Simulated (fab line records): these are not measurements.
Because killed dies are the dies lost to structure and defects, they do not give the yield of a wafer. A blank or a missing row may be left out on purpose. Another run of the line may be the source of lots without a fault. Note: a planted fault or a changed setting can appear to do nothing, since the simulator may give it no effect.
8D (eight disciplines) problem report, filled in by code	flow sky130	the parts of the form that need people (team, actions taken, sign-off) are left out

## 1. WHAT IS WRONG
Wafers without a fault read 42, standard deviation 6.6; killed_at_M0_to_M3 at SKY_PAD_OPEN_PROBE_99 reads a mean of 332 on 2 wafers belonging to 2 lots. That puts it +44 standard deviations away from the usual mean.
Earliest sighting: wafer L470.3 on prober-02 at day 48 08:37. At this step, 36 wafers from 12 lots have a number in the record. The rule behind "out" and "out of limits": a value lying over 4 standard deviations away from the usual mean. The rest of the wafers with a number are treated as sound.

## 2. WHAT THIS IS AND IS NOT
question	is	is not
which readings at this step	killed_at_M0_to_M3, defect_limited_yield, killed_dies, killed_on_rim, sort_bin_3_pad_short, sort_bin_5_function, sort_bin_6_memory, sort_n_pass, sort_yield_pct	killed_at_M4_up, killed_at_contacts, killed_at_front_end, killed_at_other, sort_bin_8_speed
which lots	L470, L471	L461, L462, L463, L464, L475, L476, L481, L482, L483, L484
which wafers of those lots	L470.3, L471.3	L470.4, L470.6, L471.1, L471.5
read on which tools	prober-01, prober-02	-
when	from day 48 08:37	up to then (12 sound wafers); but 22 sound wafers of L470, L471, L475, L476, L481, L482, L483, L484 came after

## 3. WHAT RULES OUT EACH SUSPECT
Counting: any tool at a process step up to the reading remains a suspect provided it ran every lot that is out. Sound lots after the first of them don't rule it out here, since some wafers of a struck lot are sound.
- cmp-01 at SKY_VIA1_CMP_24 (polishes, stops on SiO2, t overpolish 15 s, target thk 0 nm): kept. It ran every lot that is out, first L470 (day 37 06:14); its last sound lot up to then is L464 (day 34 21:35).
- cmp-01 at SKY_VIA4_CMP_02 (polishes SiO2): kept. It ran every lot that is out, first L470 (day 44 17:47); its last sound lot up to then is L464 (day 42 14:56).
- cmp-01, SKY_VIA1_CMP_24: wafers that are out in chamber 0, sound lot-mates in chambers 1, 2, 3.
- Within cmp-01 at SKY_VIA4_CMP_02: the wafers that are out ran in chambers 1, 2; their sound lot-mates ran in chambers 0, 3.
What counting leaves: cmp-01 at SKY_VIA1_CMP_24 and cmp-01 at SKY_VIA4_CMP_02.

## 4. THE CAUSE (what the simulator had put in)
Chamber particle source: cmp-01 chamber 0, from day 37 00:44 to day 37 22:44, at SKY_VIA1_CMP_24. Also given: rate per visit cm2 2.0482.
2 suspects survive the count, and this tool is in that group.

## 5. THE EFFECT CHAIN, in route order
One row per reading whose mean, taken over the struck wafers that have a number, lies over 3 standard deviations from the usual. Only readings whose record carries a usual standard deviation are examined. hours: median over the lots of the time between each lot's start at the first step of this table that gives one and its start at this step. sigmas: the change, counted in usual standard deviations.
hours	step	reading	usual	on struck wafers	change	sigmas
0	SKY_PAD_OPEN_PROBE_99	defect_limited_yield	82.8 %	26.8	-56.0	-27
0	SKY_PAD_OPEN_PROBE_99	killed_at_M0_to_M3	42	332	+290	+44
0	SKY_PAD_OPEN_PROBE_99	killed_dies	84	360	+276	+28
0	SKY_PAD_OPEN_PROBE_99	killed_on_rim	16	70	+54	+14
0	SKY_PAD_OPEN_PROBE_99	killed_open	47	26	-21	-3.1
0	SKY_PAD_OPEN_PROBE_99	sort_bin_3_pad_short	0.9 %	6.9	+6.0	+12
0	SKY_PAD_OPEN_PROBE_99	sort_bin_5_function	10.1 %	46.0	+35.9	+26
0	SKY_PAD_OPEN_PROBE_99	sort_bin_6_memory	6.2 %	20.2	+14.1	+12
0	SKY_PAD_OPEN_PROBE_99	sort_n_pass	408	132	-276	-28
0	SKY_PAD_OPEN_PROBE_99	sort_yield_pct	82.8 %	26.8	-56.0	-27
Here are the process steps it includes:
- SKY_PAD_OPEN_PROBE_99

## 6. WHAT WOULD HAVE CAUGHT IT SOONER
272 hours passed between the start of the fault at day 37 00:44 and the first reading out of limits in this record, taken at day 48 08:37.
No tool reading at SKY_VIA1_CMP_24 that has a usual standard deviation in the record was out on any struck wafer, so an alarm limit of 4 standard deviations on those readings would not have fired.
By day 48 08:37, every lot that is out (2) had started SKY_VIA1_CMP_24 on cmp-01. A hold on the tool at that time would have spared none of them.
